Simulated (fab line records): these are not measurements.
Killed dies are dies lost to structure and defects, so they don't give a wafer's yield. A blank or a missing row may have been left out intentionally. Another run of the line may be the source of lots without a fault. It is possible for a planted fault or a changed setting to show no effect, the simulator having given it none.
Chamber matching :: flow gf180mcu :: pecvd-02 running GF_V1_CVD_02: 3 sister chambers
The step deposits SiO2 from TEOS, target thk 850 nm, time 94.851 s. 6 wafers are shown with their chamber, then 7 later ones without.

## WAFERS WITH THEIR CHAMBER
wafer: L681.6
chamber: 2
heaterPowerW (W): 498

wafer: L684.1
chamber: 0
heaterPowerW (W): 622

wafer: L684.2
chamber: 1
heaterPowerW (W): 717

wafer: L684.4
chamber: 0
heaterPowerW (W): 698

wafer: L687.1
chamber: 2
heaterPowerW (W): 607

wafer: L687.2
chamber: 1
heaterPowerW (W): 694

## WAFERS MISSING THEIR CHAMBER
wafer: L687.3
heaterPowerW (W): 630

wafer: L688.1
heaterPowerW (W): 557

wafer: L688.4
heaterPowerW (W): 597

wafer: L688.6
heaterPowerW (W): 761

wafer: L701.1
heaterPowerW (W): 582

wafer: L701.3
heaterPowerW (W): 761

wafer: L701.5
heaterPowerW (W): 608

## WHICH CHAMBER EACH WENT THROUGH
wafer: L687.3
from the rows above: can't be placed: 0 or 1 or 2
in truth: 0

wafer: L688.1
from the rows above: can't be placed: 2 or 0
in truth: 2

wafer: L688.4
from the rows above: can't be placed: 2 or 0 or 1
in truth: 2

wafer: L688.6
from the rows above: can't be placed: 1 or 0
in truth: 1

wafer: L701.1
from the rows above: can't be placed: 2 or 0 or 1
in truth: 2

wafer: L701.3
from the rows above: can't be placed: 1 or 0
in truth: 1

wafer: L701.5
from the rows above: can't be placed: 0 or 2 or 1
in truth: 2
Correctly placed: 0 of 7. These rows do not allow placing 7 (true chamber among the candidates in 7). Placed wrongly: 0.
How it was worked out, from the rows above alone: a wafer's distance from a chamber is the root of the sum, over the readings, of the square of ((its reading less the chamber's mean) divided by the reading's scatter). If the next closest chamber is less than 2 further off than the closest, the wafer can't be placed; otherwise it belongs to the closest. Each chamber's mean is taken over the wafers shown for it. The scatter: take each reading less its chamber's mean, square it, sum over the shown wafers, divide by the number of wafers less the number of chambers, and take the root.
